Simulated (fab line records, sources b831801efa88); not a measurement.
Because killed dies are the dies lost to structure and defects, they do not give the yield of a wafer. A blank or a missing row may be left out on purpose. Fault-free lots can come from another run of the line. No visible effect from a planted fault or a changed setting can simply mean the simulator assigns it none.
Split-lot study || flow gf180mcu || 23 wafers read across 5 lots, on a route 602 steps long

## ABOUT THE SPLIT
At GF_POLY_GATE_CVD_00 (deposits poly-Si, target thk 200 nm, time 1200 s), the setting timeS was moved away from the recipe's 1200 s on 10 of the 23 wafers read, by +11.2% to +12.4%. All remaining wafers had this setting at the recipe value.

The file shows no step between the split and the reading.

## THE READING
POLY_GATE_CVD_00_THK at GF_POLY_GATE_THK_MEAS_01, in nm. Fault-free wafers of this fab line usually give 201.1 nm, standard deviation 1.5 nm.

{"wafer": "L076.3", "tool, chamber at the split": "lpcvd-02, 0", "timeS as run, s": 1200, "against the recipe": "recipe", "POLY_GATE_CVD_00_THK, nm": 199.3, "against lot-mates on the recipe": "-"}
{"wafer": "L076.4", "tool, chamber at the split": "lpcvd-02, 0", "timeS as run, s": 1200, "against the recipe": "recipe", "POLY_GATE_CVD_00_THK, nm": 198.8, "against lot-mates on the recipe": "-"}
{"wafer": "L076.5", "tool, chamber at the split": "lpcvd-02, 0", "timeS as run, s": 1200, "against the recipe": "recipe", "POLY_GATE_CVD_00_THK, nm": 199.0, "against lot-mates on the recipe": "-"}
{"wafer": "L078.1", "tool, chamber at the split": "-, -", "timeS as run, s": 1200, "against the recipe": "recipe", "POLY_GATE_CVD_00_THK, nm": 200.2, "against lot-mates on the recipe": "-"}
{"wafer": "L078.2", "tool, chamber at the split": "-, -", "timeS as run, s": 1200, "against the recipe": "recipe", "POLY_GATE_CVD_00_THK, nm": 199.1, "against lot-mates on the recipe": "-"}
{"wafer": "L078.4", "tool, chamber at the split": "-, -", "timeS as run, s": 1200, "against the recipe": "recipe", "POLY_GATE_CVD_00_THK, nm": 198.9, "against lot-mates on the recipe": "-"}
{"wafer": "L078.5", "tool, chamber at the split": "-, -", "timeS as run, s": 1200, "against the recipe": "recipe", "POLY_GATE_CVD_00_THK, nm": 198.8, "against lot-mates on the recipe": "-"}
{"wafer": "L078.6", "tool, chamber at the split": "-, -", "timeS as run, s": 1200, "against the recipe": "recipe", "POLY_GATE_CVD_00_THK, nm": 200.7, "against lot-mates on the recipe": "-"}
{"wafer": "L079.1", "tool, chamber at the split": "-, -", "timeS as run, s": 1349, "against the recipe": "+12.4%", "POLY_GATE_CVD_00_THK, nm": 226.5, "against lot-mates on the recipe": "no lot-mate on the recipe"}
{"wafer": "L079.2", "tool, chamber at the split": "-, -", "timeS as run, s": 1349, "against the recipe": "+12.4%", "POLY_GATE_CVD_00_THK, nm": 226.8, "against lot-mates on the recipe": "no lot-mate on the recipe"}
{"wafer": "L079.3", "tool, chamber at the split": "-, -", "timeS as run, s": 1349, "against the recipe": "+12.4%", "POLY_GATE_CVD_00_THK, nm": 224.7, "against lot-mates on the recipe": "no lot-mate on the recipe"}
{"wafer": "L079.5", "tool, chamber at the split": "-, -", "timeS as run, s": 1349, "against the recipe": "+12.4%", "POLY_GATE_CVD_00_THK, nm": 226.9, "against lot-mates on the recipe": "no lot-mate on the recipe"}
{"wafer": "L079.6", "tool, chamber at the split": "-, -", "timeS as run, s": 1349, "against the recipe": "+12.4%", "POLY_GATE_CVD_00_THK, nm": 226.3, "against lot-mates on the recipe": "no lot-mate on the recipe"}
{"wafer": "L082.1", "tool, chamber at the split": "-, -", "timeS as run, s": 1200, "against the recipe": "recipe", "POLY_GATE_CVD_00_THK, nm": 201.3, "against lot-mates on the recipe": "-"}
{"wafer": "L082.2", "tool, chamber at the split": "-, -", "timeS as run, s": 1200, "against the recipe": "recipe", "POLY_GATE_CVD_00_THK, nm": 200.5, "against lot-mates on the recipe": "-"}
{"wafer": "L082.3", "tool, chamber at the split": "-, -", "timeS as run, s": 1200, "against the recipe": "recipe", "POLY_GATE_CVD_00_THK, nm": 201.8, "against lot-mates on the recipe": "-"}
{"wafer": "L082.5", "tool, chamber at the split": "-, -", "timeS as run, s": 1200, "against the recipe": "recipe", "POLY_GATE_CVD_00_THK, nm": 201.3, "against lot-mates on the recipe": "-"}
{"wafer": "L082.6", "tool, chamber at the split": "-, -", "timeS as run, s": 1200, "against the recipe": "recipe", "POLY_GATE_CVD_00_THK, nm": 203.2, "against lot-mates on the recipe": "-"}
{"wafer": "L083.1", "tool, chamber at the split": "-, -", "timeS as run, s": 1334, "against the recipe": "+11.2%", "POLY_GATE_CVD_00_THK, nm": 223.7, "against lot-mates on the recipe": "no lot-mate on the recipe"}
{"wafer": "L083.2", "tool, chamber at the split": "-, -", "timeS as run, s": 1334, "against the recipe": "+11.2%", "POLY_GATE_CVD_00_THK, nm": 222.5, "against lot-mates on the recipe": "no lot-mate on the recipe"}
{"wafer": "L083.3", "tool, chamber at the split": "-, -", "timeS as run, s": 1334, "against the recipe": "+11.2%", "POLY_GATE_CVD_00_THK, nm": 221.2, "against lot-mates on the recipe": "no lot-mate on the recipe"}
{"wafer": "L083.4", "tool, chamber at the split": "-, -", "timeS as run, s": 1334, "against the recipe": "+11.2%", "POLY_GATE_CVD_00_THK, nm": 221.1, "against lot-mates on the recipe": "no lot-mate on the recipe"}
{"wafer": "L083.5", "tool, chamber at the split": "-, -", "timeS as run, s": 1334, "against the recipe": "+11.2%", "POLY_GATE_CVD_00_THK, nm": 222.1, "against lot-mates on the recipe": "no lot-mate on the recipe"}

THE FIT
A straight line over all 23 wafers: POLY_GATE_CVD_00_THK changes by +2.04 nm for each +1% of timeS; r = +0.99; the points scatter about the line by 1.3 nm.
Too few moved wafers have a lot-mate on the recipe to fit a line with each lot's own level taken away.

## THE WHOLE CHAIN: every reading that the file lists as answering this split, in the file's order
{"step": "GF_POLY_GATE_CVD_00", "what it does": "deposits poly-Si, target thk 200 nm, time 1200 s", "reading": "poly-Si_of_POLY_GATE_CVD_00.thkNm (the simulator's own value, which no gauge read)", "change (the file's fit)": "+2.04 nm for each +1% of the setting", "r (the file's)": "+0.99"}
{"step": "GF_POLY_GATE_THK_MEAS_01", "what it does": "", "reading": "POLY_GATE_CVD_00_THK", "change (the file's fit)": "+2.04 for each +1% of the setting", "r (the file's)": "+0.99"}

## FILE'S OWN FIT
POLY_GATE_CVD_00_THK changes by +2.04 nm for each +1% of timeS, r = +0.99.
